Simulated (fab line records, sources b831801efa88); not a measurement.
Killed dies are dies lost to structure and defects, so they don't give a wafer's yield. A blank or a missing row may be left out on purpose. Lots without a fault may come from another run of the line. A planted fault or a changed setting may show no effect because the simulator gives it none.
fab line records | flow sky130
record lots=14 wafers=42 last_day=50
route steps=708 shown METAL2@488 VIA2@510
lots that met no fault: from a run of the same line without faults
start_h: hours from the record's first day to the start of the lot's first wafer shown | wait_h: hours since the lot's step before | " the same as in the row above | L1.1+2: a row that stands for several wafers | - no value, or no start given | * or withheld: withheld | < > ~ a bound
route shown NAME@n: a module of which the file shows steps, and the number in the route of the first | usual: mean/standard deviation of fault-free wafers | same: alike in all rows | chamber/n: place in a boat | sites: the reading at each site | _std_site: their standard deviation | _edge_site: outer sites' mean less inner sites' | radius_mm: how far each site lies from the wafer's centre | mask NAME#n: copy n | behind: the tool/chamber that last shaped the wafer | hold: why the lot was held/for how many hours/how that ended | device: the transistor (n, p or np) that didn't switch | end of line: the same wafers' tests at the end of the route | a step without rows: its recipe alone | killed: dies lost to structure and defects at the first sort, not the wafer's yield | map: a wafer's dies, x killed, . not, _ none there
set.NAME: the setting as run; set.NAME@STEP: as run at that earlier step | model.NAME: the simulator's own value behind a step, which no gauge read
steps of the route over a sample of lots; a table a step, a row a wafer
services: from which hour (start_h, from the record's first day; less than 0 if before it) a tool's chamber was out of use, for how many hours, and why
## steps
# step SKY_METAL2_RS_MEAS_05
# recipe thk_meas_gauge=four-point-probe reads=TiN_of_METAL2_SPUTTER_04+Ti_of_METAL2_SPUTTER_03+AlCu_of_METAL2_SPUTTER_02+TiN_of_METAL2_SPUTTER_01+Ti_of_METAL2_SPUTTER_00
# usual METAL2_ALCU_RS=0.1224/0.0011
# columns lot.wafer tool chamber start_h wait_h METAL2_ALCU_RS[ohm/sq]
L559.1 film_metro-04 - 799.29 0.0 0.1217
L559.3 " - " " 0.1218
L559.6 " - " " 0.1218
L562.1 film_metro-01 - 817.13 0.0 0.1221
L562.4 " - " " 0.1210
L562.5 " - " " 0.1216
L564.3 film_metro-04 - 848.55 0.1 0.1217
L564.4 " - " " 0.1223
L564.6 " - " " 0.1209
L566.3 film_metro-02 - 849.11 0.1 0.1215
L566.4 " - " " 0.1214
L566.6 " - " " 0.1216
L567.2 film_metro-01 - 855.86 0.0 0.1233
L567.3 " - " " 0.1228
L567.5 " - " " 0.1222
L568.2 film_metro-04 - 864.82 0.0 0.1231
L568.5 " - " " 0.1228
L568.6 " - " " 0.1223
L570.1 film_metro-01 - 879.39 0.0 0.1218
L570.5 " - " " 0.1222
L570.6 " - " " 0.1224
L574.1 film_metro-02 - 907.71 0.0 0.1225
L574.4 " - " " 0.1218
L574.5 " - " " 0.1217
L575.3 film_metro-04 - 916.22 0.1 0.1221
L575.4 " - " " 0.1211
L575.6 " - " " 0.1224
L579.1 film_metro-04 - 944.78 0.0 0.1258
L579.5 " - " " 0.1252
L579.6 " - " " 0.1255
L578.1 film_metro-01 - 945.68 0.0 0.1217
L578.2 " - " " 0.1214
L578.6 " - " " 0.1225
L580.3 film_metro-04 - 948.56 0.1 0.1237
L580.5 " - " " 0.1246
L580.6 " - " " 0.1234
L581.1 film_metro-02 - 953.76 0.0 0.1224
L581.3 " - " " 0.1218
L581.4 " - " " 0.1234
L582.1 film_metro-01 - 960.61 0.0 0.1219
L582.3 " - " " 0.1209
L582.5 " - " " 0.1217
# step SKY_METAL2_CD_MEAS_15
# recipe target_cd_nm=140
# usual cd_nm=140.0/1.2
# columns lot.wafer tool chamber start_h wait_h cd_nm
L559.1 cd_sem-02 - 826.15 - 137.9
L559.3 " - " " 138.8
L559.6 " - " " 138.8
L562.1 cd_sem-01 - 843.91 - 136.9
L562.4 " - " " 138.9
L562.5 " - " " 137.2
L564.3 cd_sem-01 - 874.49 - 141.5
L564.4 " - " " 141.0
L564.6 " - " " 140.3
L566.3 cd_sem-02 - 874.84 - 140.8
L566.4 " - " " 140.0
L566.6 " - " " 139.9
L567.2 cd_sem-02 - 881.43 - 140.2
L567.3 " - " " 140.1
L567.5 " - " " 141.4
L568.2 cd_sem-02 - 890.43 - 137.5
L568.5 " - " " 138.0
L568.6 " - " " 138.3
L570.1 cd_sem-02 - 904.82 - 140.5
L570.5 " - " " 140.2
L570.6 " - " " 141.0
L574.1 cd_sem-01 - 932.47 - 141.0
L574.4 " - " " 140.7
L574.5 " - " " 141.5
L575.3 cd_sem-02 - 940.90 - 140.7
L575.4 " - " " 139.3
L575.6 " - " " 140.0
L579.1 cd_sem-01 - 968.66 - 137.6
L579.5 " - " " 138.4
L579.6 " - " " 139.4
L578.1 cd_sem-01 - 970.22 - 139.9
L578.2 " - " " 139.8
L578.6 " - " " 139.4
L580.3 cd_sem-02 - 972.81 - 138.1
L580.5 " - " " 140.8
L580.6 " - " " 140.2
L581.1 cd_sem-02 - 978.16 - 141.0
L581.3 " - " " 140.5
L581.4 " - " " 140.8
L582.1 cd_sem-02 - 985.00 - 141.1
L582.3 " - " " 140.3
L582.5 " - " " 140.4
# step SKY_METAL2_METAL_ETCH_19
# recipe target_depth_a=3600 stop_on=SiO2 over_etch_frac=0.3 time_s=78 chemistry=Cl2/BCl3 resist_sidewall_deg=88 pressure_mtorr=10 icp_w=900 bias_w=48.5 Cl2_flow_sccm=60 bcl3_flow_sccm=30
# usual drypump_motor_current_A=5.8/0.54 oes_product_au=0.853/0.0085 throttle_valve_pct=22.263/0.0096
# columns lot.wafer tool chamber start_h wait_h drypump_motor_current_A oes_product_au rf_hours_counter_h throttle_valve_pct
L559.1 rie_metal-02 1 826.40 0.0 6.0 0.846 5 22.268
L559.3 " 1 " " 6.0 0.858 - 22.253
L559.6 " 1 " " 6.0 0.851 - 22.253
L562.1 rie_metal-02 0 844.16 0.0 5.9 0.838 3 22.292
L562.4 " 0 " " 6.0 0.853 - 22.282
L562.5 " 1 " " 6.0 0.860 - 22.253
L564.3 rie_metal-02 0 874.73 0.1 5.9 0.847 - 22.266
L564.4 " 1 " " 6.0 0.847 - 22.256
L564.6 " 0 " " 5.9 0.849 - 22.255
L566.3 rie_metal-01 0 875.08 0.1 5.2 0.839 - 22.253
L566.4 " 1 " " 6.0 0.857 - 22.269
L566.6 " 0 " " 5.2 0.853 - 22.273
L567.2 rie_metal-01 1 881.66 0.0 6.1 0.865 1 22.276
L567.3 " 1 " " 6.1 0.856 - 22.267
L567.5 " 0 " " 5.2 0.835 - 22.253
L568.2 rie_metal-01 1 890.66 0.0 6.1 0.869 1 22.250
L568.5 " 1 " " 6.1 0.858 - 22.272
L568.6 " 0 " " 5.2 0.862 - 22.261
L570.1 rie_metal-02 0 905.07 0.0 6.0 0.853 6 22.260
L570.5 " 1 " " 6.0 0.851 - 22.257
L570.6 " 0 " " 6.0 0.845 - 22.262
L574.1 rie_metal-01 0 932.72 0.0 5.2 0.855 12 22.274
L574.4 " 1 " " 6.1 0.842 - 22.261
L574.5 " 0 " " 5.2 0.843 - 22.254
L575.3 rie_metal-02 1 941.14 0.1 6.0 0.846 - 22.266
L575.4 " 0 " " 5.9 0.851 - 22.272
L575.6 " 1 " " 6.0 0.860 - 22.251
L579.1 rie_metal-01 0 968.91 0.0 5.2 0.858 14 22.268
L579.5 " 0 " " 5.2 0.858 - 22.248
L579.6 " 1 " " 6.1 0.860 - 22.261
L578.1 rie_metal-02 1 970.47 0.0 6.0 0.850 11 22.256
L578.2 " 0 " " 5.9 0.845 9 22.278
L578.6 " 1 " " 6.0 0.847 - 22.267
L580.3 rie_metal-01 0 973.05 0.1 5.2 0.863 - 22.265
L580.5 " 0 " " 5.2 0.862 - 22.258
L580.6 " 1 " " 6.1 0.859 - 22.258
L581.1 rie_metal-04 1 978.41 0.0 4.7 0.849 5 22.274
L581.3 " 1 " " 4.7 0.849 - 22.271
L581.4 " 0 " " 6.4 0.868 - 22.268
L582.1 rie_metal-04 1 985.25 0.0 4.7 0.849 5 22.262
L582.3 " 0 " " 6.4 0.839 - 22.260
L582.5 " 1 " " 4.7 0.844 - 22.271
# step SKY_METAL2_STRIP_20
# recipe chemistry=O2/N2 power_w=1400 pressure_mtorr=1500 platen_temp_c=withheld o2_flow_sccm=3000 n2_flow_sccm=300 overash_fraction=0.5
# usual drypump_motor_current_A=5.6/0.61 o2_flow_sccm=3002/9.3 oes_product_au=0.343/0.0046 strip_time_to_endpoint_s=2.688/0.026
# columns lot.wafer tool chamber start_h wait_h drypump_motor_current_A o2_flow_sccm oes_product_au rf_hours_counter_h strip_time_to_endpoint_s
L559.1 plasma_asher-01 0 826.49 0.1 6.5 3005 0.344 38 2.663
L559.3 " 1 " " 6.1 3003 0.340 - 2.689
L559.6 " 0 " " 6.5 3020 0.349 - 2.681
L562.1 plasma_asher-01 0 844.25 0.1 6.5 2994 0.338 39 2.705
L562.4 " 0 " " 6.5 2995 0.339 - 2.729
L562.5 " 1 " " 6.0 2995 0.338 - 2.650
L564.3 plasma_asher-01 1 874.83 0.1 6.1 3007 0.340 - 2.731
L564.4 " 0 " " 6.5 3003 0.334 - 2.680
L564.6 " 0 " " 6.5 3015 0.344 - 2.722
L566.3 plasma_asher-04 1 875.18 0.1 4.9 2999 0.344 - 2.662
L566.4 " 0 " " 6.0 3010 0.338 - 2.675
L566.6 " 1 " " 4.9 3009 0.333 - 2.693
L567.2 plasma_asher-01 1 881.75 0.1 6.1 2990 0.344 43 2.650
L567.3 " 0 " " 6.5 3000 0.345 - 2.645
L567.5 " 0 " " 6.5 2981 0.342 - 2.630
L568.2 plasma_asher-03 0 890.75 0.1 4.9 2996 0.353 106 2.695
L568.5 " 0 " " 4.9 2993 0.343 - 2.699
L568.6 " 1 " " 5.9 3007 0.348 - 2.702
L570.1 plasma_asher-04 1 905.16 0.1 4.9 3000 0.339 17 2.678
L570.5 " 0 " " 6.0 2999 0.342 - 2.671
L570.6 " 1 " " 4.9 3008 0.341 - 2.679
L574.1 plasma_asher-04 1 932.81 0.1 4.9 3014 0.351 20 2.704
L574.4 " 0 " " 6.0 2990 0.336 - 2.660
L574.5 " 0 " " 6.0 3001 0.347 - 2.704
L575.3 plasma_asher-01 1 941.23 0.1 6.0 2988 0.363 - 3.214
L575.4 " 0 " " 6.5 2994 0.342 - 2.721
L575.6 " 1 " " 6.1 3001 0.367 - 3.212
L579.1 plasma_asher-04 1 969.00 0.1 4.9 3000 0.339 23 2.682
L579.5 " 1 " " 4.9 3003 0.343 - 2.682
L579.6 " 0 " " 6.0 3004 0.348 - 2.715
L578.1 plasma_asher-04 1 970.56 0.1 4.9 2996 0.371 24 3.207
L578.2 " 0 " " 6.0 2990 0.333 24 2.716
L578.6 " 0 " " 6.0 2992 0.360 - 3.239
L580.3 plasma_asher-03 0 973.15 0.1 4.9 3019 0.338 - 2.664
L580.5 " 1 " " 5.9 2994 0.343 - 2.666
L580.6 " 0 " " 4.9 3004 0.349 - 2.705
L581.1 plasma_asher-03 1 978.50 0.1 5.9 2999 0.340 115 2.678
L581.3 " 0 " " 4.9 2992 0.341 - 2.658
L581.4 " 1 " " 5.9 3005 0.346 - 2.724
L582.1 plasma_asher-04 0 985.34 0.1 6.0 3000 0.338 25 2.702
L582.3 " 1 " " 4.9 3017 0.351 - 2.690
L582.5 " 1 " " 4.9 3009 0.343 - 2.704
# step SKY_VIA2_BOW_MEAS_03
# recipe mode=bow
# usual VIA2_BOW=86/7.6
# columns lot.wafer tool chamber start_h wait_h VIA2_BOW[um]
L559.1 film_metro-01 - 827.85 0.2 86
L559.3 " - " " 90
L559.6 " - " " 82
L562.1 film_metro-04 - 845.33 0.2 80
L562.4 " - " " 85
L562.5 " - " " 92
L564.3 film_metro-03 - 876.00 0.3 78
L564.4 " - " " 89
L564.6 " - " " 85
L566.3 film_metro-01 - 876.29 0.2 89
L566.4 " - " " 88
L566.6 " - " " 79
L567.2 film_metro-04 - 882.85 0.2 92
L567.3 " - " " 85
L567.5 " - " " 93
L568.2 film_metro-04 - 891.85 0.1 87
L568.5 " - " " 85
L568.6 " - " " 83
L570.1 film_metro-03 - 906.24 0.1 89
L570.5 " - " " 89
L570.6 " - " " 90
L574.1 film_metro-04 - 933.94 0.1 89
L574.4 " - " " 84
L574.5 " - " " 91
L575.3 film_metro-01 - 942.33 0.1 76
L575.4 " - " " 77
L575.6 " - " " 75
L579.1 film_metro-01 - 970.08 0.1 88
L579.5 " - " " 82
L579.6 " - " " 89
L578.1 film_metro-03 - 971.67 0.2 96
L578.2 " - " " 89
L578.6 " - " " 84
L580.3 film_metro-04 - 974.23 0.2 90
L580.5 " - " " 78
L580.6 " - " " 82
L581.1 film_metro-01 - 979.76 0.1 74
L581.3 " - " " 70
L581.4 " - " " 81
L582.1 film_metro-03 - 986.49 0.1 95
L582.3 " - " " 105
L582.5 " - " " 97
## services
# columns tool chamber start_h hours kind
rie_metal-02 0 803.01 8.5 repair
plasma_asher-03 - 826.17 1.5 repair
rie_metal-01 1 838.94 - clean
rie_metal-01 1 838.94 22.1 scheduled_down
rie_metal-01 1 838.94 22.1 vent_cycle
rie_metal-04 - 849.77 0.3 repair
rie_metal-04 1 864.63 - clean
rie_metal-04 1 864.63 12.5 scheduled_down
rie_metal-04 1 864.63 12.5 vent_cycle
rie_metal-02 1 883.77 1.2 repair
plasma_asher-01 - 884.35 15.6 pm
rie_metal-04 - 917.49 1.2 repair
plasma_asher-03 - 955.61 1.4 repair
plasma_asher-03 - 967.38 0.8 repair
rie_metal-02 - 977.81 1.4 pm
rie_metal-02 0 984.22 11.5 repair
## key
first_sign step=SKY_METAL2_STRIP_20 reading=strip_time_to_endpoint_s direction=up sigmas=20 usual=* struck=*
effect step=SKY_METAL2_STRIP_20 reading=oes_product_au direction=up sigmas=4.9 usual=0.343 struck=0.365
met_at SKY_METAL2_METAL_ETCH_19
struck_lots L575,L578
struck_wafers L575.3,L575.6,L578.1,L578.6
sort_left_out L575.3,L575.6,L578.1,L578.6
not_acting_at SKY_METAL2_RS_MEAS_05,SKY_METAL2_CD_MEAS_15,SKY_VIA2_BOW_MEAS_03
onset_between 905.07 941.14
fault kind=process_parameter_drift tool=rie_metal-02 chamber=1 onset_h=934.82 steps=SKY_METAL2_METAL_ETCH_19 channel=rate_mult offset=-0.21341 shape=step end_h=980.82
# sort_left_out: the simulated sort isn't trusted on such a fault, so these wafers' sort isn't shown, and their yield isn't known
